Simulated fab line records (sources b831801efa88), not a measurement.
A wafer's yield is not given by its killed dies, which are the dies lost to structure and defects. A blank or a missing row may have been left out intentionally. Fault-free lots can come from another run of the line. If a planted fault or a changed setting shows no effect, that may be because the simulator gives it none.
Comparing a struck lot with a sound one -- flow sky130 -- 37 out of 708 route steps
Sound: these wafers, L226.2, L226.3, L226.4. The struck wafers were L216.4, L216.5, L216.6. The cause is given at the end.
Each step with rows lists, per side, the tool, then ch with its chambers, then its first start. Under that, the readings that differ: sound wafers -- struck wafers -- difference of the means -- sigmas: that difference in standard deviations of wafers without a fault.
alike: words and numbers the same on both sides, and readings whose means are apart by under 2 such deviations; not compared: readings that were withheld, readings missing a value for some wafer, numbers with overlapping values and no deviation given by the record, and bounds like >300 which may hide the same value.
A row with sigmas, a row that says differs or no value, or rows on one side alone: a step with any of these is where the two part. Numbers that have no deviation but don't overlap get no sigmas and don't part them. Lack of a reading on every wafer of one side parts them only where that side has two or more wafers.

first, 10 steps without rows for these wafers: SKY_LDD_LDN_SOFTBAKE_03 (time 60 s); SKY_LDD_LDN_EXPOSE_04 (exposes mask LDNTM, target cd 700 nm); SKY_LDD_LDN_PEB_05; SKY_LDD_LDN_DEVELOP_06 (develop time 60 s); SKY_LDD_LDN_IMPLANT_08; SKY_LDD_LDN_IMPLANT_09; SKY_LDD_LDN_IMPLANT_10; SKY_LDD_LDN_IMPLANT_11; SKY_LDD_LDN_STRIP_12 (strips in O2/N2); SKY_LDD_LDN_CLEAN_14 (cleans in SC1/SC2, time 150 s).
SKY_SPACER_CVD_00: deposits Si3N4 from DCS/NH3, target thk 43.1 nm, time 740 s.
  sound on lpcvd-02 ch 0, day 30 17:08; struck on lpcvd-02 ch 1, day 27 19:14
reading,sound,struck,difference,sigmas
model.Si3N4_of_SPACER_CVD_00.thk nm (nm),43.33 43.46 43.41,33.5 33.53 33.68,-9.8,
  alike: spike tc bottom C, susceptor temp C
SKY_SPACER_THK_MEAS_01:
  sound: film metro-01 at day 30 18:21; struck: film metro-02 at day 27 20:28
reading,sound,struck,difference,sigmas
SPACER_CVD_00_THK (nm),43.3 43.5 43.4,33.5 33.5 33.6,-9.9,-21
SKY_SPACER_ETCHBACK_02: etches Si3N4 in CH3F/O2, stops on SiO2, time 46.7 s, target depth 45 nm.
  sound on rie diel-02 ch 1,2,3, day 30 18:24; struck on rie diel-03 ch 1,2, day 27 20:30
reading,sound,struck,difference,sigmas
oes product au (a.u.),0.848 0.856 0.866,0.745 0.750 0.748,-0.109,-16
throttle valve pct (%),10.576 10.570 10.573,10.547 10.545 10.553,-0.025,-3
model.etch.depth nm (nm),43.33 43.46 43.41,33.5 33.53 33.68,-9.8,
  alike: ch3f flow sccm, drypump motor current A
  not compared: rf hours counter h
then, 22 steps without rows for these wafers: SKY_POLY_CUT_DEHYDRATE_00 (time 60 s); SKY_POLY_CUT_HMDS_01 (prime time 60 s); SKY_POLY_CUT_COAT_02 (resist thk 60 nm); SKY_POLY_CUT_COAT_03 (resist thk 450 nm); SKY_POLY_CUT_SOFTBAKE_04 (time 90 s); SKY_POLY_CUT_EXPOSE_05 (exposes mask NPCM, target cd 270 nm); SKY_POLY_CUT_PEB_06; SKY_POLY_CUT_DEVELOP_07 (develop time 60 s); SKY_POLY_CUT_ETCH_10 (etches BARC in N2/H2, stops on SiO2, time 45.9 s, target depth 60 nm); SKY_POLY_CUT_ETCH_11 (etches Si3N4 in CF4/CH2F2/Ar, stops on poly-Si, time 42.5 s, target depth 60 nm); SKY_POLY_CUT_STRIP_12 (strips in O2/N2); SKY_SD_P_DEHYDRATE_00 (time 60 s); SKY_SD_P_HMDS_01 (prime time 60 s); SKY_SD_P_COAT_02 (resist thk 1140 nm); SKY_SD_P_SOFTBAKE_03 (time 60 s); SKY_SD_P_EXPOSE_04 (exposes mask PSDM, target cd 380 nm); SKY_SD_P_PEB_05; SKY_SD_P_DEVELOP_06 (develop time 60 s); SKY_SD_P_IMPLANT_09; SKY_SD_P_STRIP_10 (strips in O2/N2); SKY_RES_XHIGH_DEHYDRATE_00 (time 60 s); SKY_RES_XHIGH_HMDS_01 (prime time 60 s).
-- the record jumps here: 5 days lie between the struck wafers' starts before and after (it left off in module RES_XHIGH and takes up again in module SALICIDE, whose first step shown is number 361 of the route) --
SKY_SALICIDE_CLEAN_00: cleans in HF-last, time 30 s.
  sound on wet bench-04 ch 2, day 35 07:12; struck on wet bench-04 ch 1, day 32 13:11
reading,sound,struck,difference,sigmas
model.Si3N4_of_SPACER_CVD_00.thk nm (nm),42.33 42.47 42.42,32.52 32.54 32.7,-9.82,
-- the record jumps here: 17 days lie between the struck wafers' starts before and after (it left off in module SALICIDE and takes up again in module PAD_OPEN, whose first step shown is number 708 of the route) --
SKY_PAD_OPEN_PROBE_99:
  sound: prober-02 at day 50 21:58; struck: prober-02 at day 49 02:44
reading,sound,struck,difference,sigmas
model.etest.pfet_01v8.r on ohm um,2990 2961 2952,2615 2570 2599,-373,
model.etest.nfet g5v0d10v5.r on ohm um,1885 1903 1880,1816 1810 1809,-78,
model.etest.sonos uncharged.r on ohm um,814.2 806.4 809.4,750.5 734.3 762,-61.1,
model.etest.pfet_01v8.drive ua um,187.2 186.4 187.4,217.7 221.7 219.3,+32.6,
model.etest.nfet_01v8_lvt.drive ua um,561.9 566.5 556.9,587.2 604.3 589,+31.7,
model.etest.pfet_01v8_hvt.drive ua um,139.8 140.1 140.5,163.4 167.6 164.7,+25.1,
model.etest.sram pfet latch.drive ua um,139.1 137.3 139.4,158.2 166 170.8,+26.4,
model.etest.pfet_01v8_mvt.drive ua um,150.6 150.9 149.7,164 165.3 165.5,+15,
  alike: killed_at_M0_to_M3, killed_at_M4_up, killed at contacts, killed at front end, killed at other, killed dies, killed open, killed short

## WHERE THEY PART
First at SKY_SPACER_THK_MEAS_01; last, within this record, at SKY_SPACER_ETCHBACK_02. Later steps at which nothing parts them and some readings are alike: SKY_PAD_OPEN_PROBE_99.

WHY: whatever the simulator had introduced
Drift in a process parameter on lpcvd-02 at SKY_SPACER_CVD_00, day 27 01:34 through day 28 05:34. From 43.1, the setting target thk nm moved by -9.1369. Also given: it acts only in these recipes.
